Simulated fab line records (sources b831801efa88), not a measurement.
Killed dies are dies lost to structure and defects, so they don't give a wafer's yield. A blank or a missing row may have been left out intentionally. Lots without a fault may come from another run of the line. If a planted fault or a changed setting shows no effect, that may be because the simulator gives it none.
Struck lot and sound lot, side by side | flow sky130 | 22 steps out of a route of 708
Sound: the wafers L606.1, L606.3, L606.4. The struck wafers were L612.2, L612.3, L612.4. The cause is named last.
Each step with rows lists, per side, the tool, then ch with its chambers, then its first start. Under that, the readings that differ: sound wafers | struck wafers | difference of the means | sigmas: that difference in standard deviations of wafers without a fault.
alike: same words and numbers on both sides, and readings whose means sit less than 2 such deviations apart. not compared: any withheld reading, any reading some wafer has no value for, any bound like >300 that may hide the same value, and any number with overlapping values for which the record gives no deviation.
Wherever a step has rows on one side only, a row that says differs or no value, or a row with sigmas, the two part there. Numbers that don't overlap but have no deviation are shown without sigmas and don't part them. A reading that every wafer of one side lacks parts them only if that side has two wafers or more.

first, 1 step without rows for these wafers: SKY_METAL2_SPUTTER_00 (material Ti, target thk 15 nm, time 10 s).
SKY_METAL2_SPUTTER_01: material TiN, target thk 20 nm, time 16.7 s.
  sound on pvd-sputter-01, day 35 18:40; struck on pvd-sputter-02, day 37 23:46
  alike: cathode-dc-power-W, throttle-valve-pct
SKY_METAL2_SPUTTER_02: material AlCu, target thk 250 nm, time 13.3 s.
  sound on pvd-sputter-01, day 35 18:41; struck on pvd-sputter-02, day 37 23:47
  alike: cathode-dc-power-W, throttle-valve-pct
SKY_METAL2_SPUTTER_03: material Ti, target thk 5 nm, time 3.3 s.
  sound on pvd-sputter-01, day 35 18:43; struck on pvd-sputter-02, day 37 23:49
  alike: cathode-dc-power-W, throttle-valve-pct
SKY_METAL2_SPUTTER_04: material TiN, target thk 70 nm, time 58.3 s.
  sound on pvd-sputter-01, day 35 18:44; struck on pvd-sputter-02, day 37 23:50
  alike: cathode-dc-power-W, throttle-valve-pct
SKY_METAL2_RS_MEAS_05: measures by four-point-probe.
  sound on film-metro-01, day 35 18:47; struck on film-metro-03, day 37 23:54
  alike: METAL2_ALCU_RS
SKY_METAL2_THK_MEAS_06: measures by xrf.
  sound on film-metro-01, day 35 18:54; struck on film-metro-03, day 38 00:01
  alike: METAL2_ALCU_THK
then, 5 steps without rows for these wafers: SKY_METAL2_DEHYDRATE_07 (time 60 s); SKY_METAL2_HMDS_08 (prime time 60 s); SKY_METAL2_COAT_09 (resist thk 60 nm); SKY_METAL2_COAT_10 (resist thk 450 nm); SKY_METAL2_SOFTBAKE_11 (time 90 s).
SKY_METAL2_EXPOSE_12: exposes mask MM2, target cd 140 nm.
  sound on krf-scanner-01 ch 0, day 36 08:44; struck on krf-scanner-01 ch 0, day 38 13:31
  alike: mask
then, 2 steps without rows for these wafers: SKY_METAL2_PEB_13; SKY_METAL2_DEVELOP_14 (develop time 60 s).
SKY_METAL2_CD_MEAS_15: the cd target is 140 nm.
  sound on cd-sem-01, day 36 21:10; struck on cd-sem-01, day 39 02:01
  reading    | sound             | struck            | difference | sigmas
  cd-nm (nm) | 138.2 139.3 140.1 | 144.5 144.2 144.5 | +5.2       | +4
  not compared: hold
SKY_METAL2_OVL_MEAS_16:
  sound on overlay-02, day 36 21:17; struck on overlay-02, day 39 03:51
  reading | sound | struck                                                                     | difference                   | sigmas
  hold    | - - - | await-dispo/1.7h/release await-dispo/1.7h/release await-dispo/1.7h/release | no value on the sound wafers |
  alike: METAL2_OVL
SKY_METAL2_DESCUM_17: chemistry O2, time 8 s.
  sound on rie-metal-03 ch 0,1, day 36 21:20; struck on rie-metal-01 ch 0,1, day 39 03:53
  reading                 | sound             | struck          | difference | sigmas
  model.METAL2.cd-nm (nm) | 138.8 139.1 140.6 | 144.6 144 144.3 | +4.8       |
  alike: drypump-motor-current-A, he-backside-leak-sccm, oes-product-au
  not compared: rf-hours-counter-h
then, 1 step without rows for these wafers: SKY_METAL2_ETCH_18 (etches BARC in N2/H2, stops on SiO2, time 45.9 s, target depth 60 nm).
SKY_METAL2_METAL_ETCH_19: etches the open film in Cl2/BCl3, stops on SiO2, target depth 360 nm, time 78 s.
  sound on rie-metal-03 ch 0,1, day 36 21:25; struck on rie-metal-01 ch 0,1, day 39 03:59
  reading                 | sound             | struck            | difference | sigmas
  model.METAL2.cd-nm (nm) | 135.7 134.9 137.7 | 141.9 143.6 140.9 | +6.0       |
  alike: drypump-motor-current-A, he-backside-leak-sccm, oes-product-au, throttle-valve-pct
  not compared: rf-hours-counter-h
SKY_METAL2_STRIP_20: strips in O2/N2.
  sound on plasma-asher-01 ch 0,1, day 36 21:31; struck on plasma-asher-04 ch 0,1, day 39 04:04
  reading                      | sound          | struck         | difference | sigmas
  strip-time-to-endpoint-s (s) | 2.75 2.74 2.71 | 2.56 2.65 2.61 | -0.13      | -2
  alike: drypump-motor-current-A, oes-product-au
  not compared: rf-hours-counter-h
-- the record jumps here: 10 days lie between the struck wafers' starts before and after (it left off in module METAL2 and takes up again in module PAD_OPEN, whose first step shown is number 708 of the route) --
SKY_PAD_OPEN_PROBE_99:
  sound on prober-02, day 47 04:54; struck on prober-02, day 49 08:02
  alike: defect-limited-yield, killed_at_M0_to_M3, killed_at_M4_up, killed-at-contacts, killed-at-front-end, killed-at-other, killed-dies, killed-open, killed-short, sort_bin_3_pad_short, sort_bin_5_function, sort_bin_6_memory, sort-n-pass, sort-yield-pct

== WHERE THEY PART ==
At SKY_METAL2_CD_MEAS_15 first; at SKY_METAL2_STRIP_20 last (within this record only). Later steps at which nothing parts them and some readings are alike: SKY_PAD_OPEN_PROBE_99.

WHY: the cause the simulator had injected
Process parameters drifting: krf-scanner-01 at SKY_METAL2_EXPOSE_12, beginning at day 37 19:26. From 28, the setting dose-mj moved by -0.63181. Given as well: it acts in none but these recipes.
